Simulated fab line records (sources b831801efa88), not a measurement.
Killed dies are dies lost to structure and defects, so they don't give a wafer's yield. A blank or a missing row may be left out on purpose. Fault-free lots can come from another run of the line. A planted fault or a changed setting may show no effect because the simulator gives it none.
Split-lot experiment    flow gf180mcu    5 lots, 23 wafers read, on a route of 602 steps

== THE SPLIT ==
At GF_HV_LDD_COAT_26 (resist thk 1000 nm), the setting resist-thk-nm was moved away from the recipe's 1000 nm on 10 of the 23 wafers read, by -5.3% to +4.9%. This setting was run at the recipe's value on the other wafers.

== FROM THE SPLIT TO THE READING: what the file shows between them, 4 steps ==
- GF_HV_LDD_SOFTBAKE_27: time 60 s
- GF_HV_LDD_EXPOSE_28: exposes mask Nplus HV AREA, target cd 400 nm
- GF_HV_LDD_PEB_29
- GF_HV_LDD_DEVELOP_30: develop time 60 s

== THE READING ==
cd-nm, in nm, at GF_HV_LDD_CD_MEAS_31 (target cd 400 nm). Fault-free wafers of this fab line usually give 399.1 nm, standard deviation 2.1 nm.

wafer   tool, chamber at the split  resist-thk-nm as run, nm  against the recipe  cd-nm, nm  against lot-mates on the recipe
L074.2  litho-track-02, 0           1000                      recipe              402.6      -
L074.3  litho-track-02, 0           1000                      recipe              404.3      -
L074.4  litho-track-02, 0           1000                      recipe              402.5      -
L074.5  litho-track-02, 0           946.6                     -5.3%               407.4      +4.3
L074.6  litho-track-02, 0           946.6                     -5.3%               407.5      +4.4
L078.1  litho-track-04, 0           1049                      +4.9%               395.0      -6.1
L078.2  litho-track-04, 0           1049                      +4.9%               396.5      -4.6
L078.4  litho-track-04, 0           1049                      +4.9%               394.3      -6.8
L078.5  litho-track-04, 0           1000                      recipe              401.1      -
L078.6  litho-track-04, 0           1000                      recipe              401.1      -
L082.2  litho-track-04, 0           1000                      recipe              400.6      -
L082.3  litho-track-04, 0           1000                      recipe              398.4      -
L082.4  litho-track-04, 0           1000                      recipe              399.2      -
L084.1  litho-track-02, 0           1000                      recipe              398.2      -
L084.2  litho-track-02, 0           1000                      recipe              398.6      -
L084.3  litho-track-02, 0           954.8                     -4.5%               403.1      +4.8
L084.4  litho-track-02, 0           954.8                     -4.5%               402.8      +4.5
L084.6  litho-track-02, 0           1000                      recipe              398.0      -
L085.1  litho-track-03, 0           954                       -4.6%               401.0      +3.6
L085.3  litho-track-03, 0           1000                      recipe              397.0      -
L085.4  litho-track-03, 0           1000                      recipe              397.8      -
L085.5  litho-track-03, 0           954                       -4.6%               402.1      +4.7
L085.6  litho-track-03, 0           954                       -4.6%               403.7      +6.3

THE FIT
A straight line over all 23 wafers: cd-nm changes by -0.902 nm for each +1% of resist-thk-nm; r = -0.81; the points scatter about the line by 2.1 nm.
The same after taking each lot's own level away (the mean of its wafers on the recipe; 23 wafers): -1.05 nm for each +1%; r = -0.97; scatter 0.85 nm.
Per that fit: largest resist-thk-nm move, reading shift of 5.6 nm.
Across the lots, their own levels run from 397.40 to 403.13 nm, a range of 2.7 times the standard deviation given above.
Thus the slope moves with the lot-to-lot level: the two fits are different.
Check: +5.59 nm against its lot-mates is what the line predicts for one of the wafers moved furthest among these (-5.3%) when that wafer is left out of the fit. It came out at +4.27 nm against them.

== THE WHOLE CHAIN: every reading that the file lists as answering this split, in the file's order ==
step                  what it does        reading                                                                            change (the file's fit)               r (the file's)
GF_HV_LDD_COAT_26     resist thk 1000 nm  NOVOLAK_of_HV_LDD_COAT_26.thk-nm (the simulator's own value, which no gauge read)  +10.1 nm for each +1% of the setting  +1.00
GF_HV_LDD_CD_MEAS_31  target cd 400 nm    cd-nm                                                                              -1.01 nm for each +1% of the setting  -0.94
GF_HV_LDD_STRIP_37    strips in O2/N2     strip-time-to-endpoint-s                                                           withheld for each +1% of the setting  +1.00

== FILE'S OWN FIT ==
cd-nm changes by -1.01 nm for each +1% of resist-thk-nm, r = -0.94.
